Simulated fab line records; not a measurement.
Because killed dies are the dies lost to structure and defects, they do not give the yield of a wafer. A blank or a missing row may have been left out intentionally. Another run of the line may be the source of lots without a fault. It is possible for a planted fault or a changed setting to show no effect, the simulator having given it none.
The same fault as seen by 2 desks | flow sky130 | every desk sees just its own numbers, and what lay behind them comes last

METROLOGY DESK
Lot by lot, what the gauges showed, no matter which tool ran the lot: averages of those sampled wafers that carry a number. Any lot whose mean is over 4 standard deviations away from the usual mean is out of limits and marked OUT; that distance is given in the brackets.
Columns: A = DNWELL_TW at SKY_DNWELL_TW_MEAS_09, usual 1117
lot  | first seen here | A
L210 | day 3 16:16     | 1135
L212 | day 4 04:16     | 1094
L214 | day 4 11:48     | 1103
L216 | day 4 22:33     | 1096
L217 | day 5 10:06     | 1104
L223 | day 6 19:43     | 1108
L224 | day 6 20:16     | 1104
L228 | day 7 18:45     | 1140
L229 | day 7 23:55     | 1107
L230 | day 8 03:25     | 1131
L231 | day 8 07:10     | 1108
This desk's verdict: no lot among the 11 shows anything out of limits.

FOR THE TOOL OWNER'S DESK: litho track-01
Per lot that ran on this tool, the mean of the sampled wafers carrying a number, from the tool's own readings at SKY_SONOS_ONO_SOFTBAKE_09 (time 60 s). Any lot whose mean is over 4 standard deviations away from the usual mean is out of limits and marked OUT; that distance is given in the brackets.
Columns: A = heater power total W at SKY_SONOS_ONO_SOFTBAKE_09, usual 56.60 W; B = run length s at SKY_SONOS_ONO_SOFTBAKE_09, usual 89.10 s
lot  | first seen here | A                       | B
L212 | day 13 10:20    | 56.61                   | 89.12
L214 | day 14 02:14    | 71.89 (+99 or more) OUT | 57.64 (-99 or more) OUT
L216 | day 14 14:05    | 71.85 (+99 or more) OUT | 57.52 (-99 or more) OUT
L217 | day 15 08:35    | 71.89 (+99 or more) OUT | 57.57 (-99 or more) OUT
L228 | day 18 23:14    | 56.63                   | 89.08
L229 | day 19 06:41    | 56.66                   | 89.12
L230 | day 19 13:43    | 56.59                   | 89.07
L231 | day 19 16:47    | 56.57                   | 89.07
Finding of this desk: L214, L216, L217 out of limits; the first was L214 at day 14 02:14, on heater power total W at SKY_SONOS_ONO_SOFTBAKE_09. Within limits: L212, L228, L229, L230, L231.

TAKEN TOGETHER
On L214, L216, L217, at day 14 02:14, an alarm was possible from the tool owner's desk.
At the metrology desk, nothing out of limits was observed.
The metrology desk holds a record of L214, L216, L217, inside its limits.
On litho track-01, each named lot ran SKY_SONOS_ONO_SOFTBAKE_09.

WHAT THE SIMULATOR PUT IN
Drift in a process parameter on litho track-01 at SKY_SONOS_ONO_SOFTBAKE_09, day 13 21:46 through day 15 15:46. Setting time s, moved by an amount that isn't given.
Lots struck among those shown: L214, L216, L217.
Delay in hours, fault start to first out-of-limits reading, by desk: the tool owner's desk at 4.
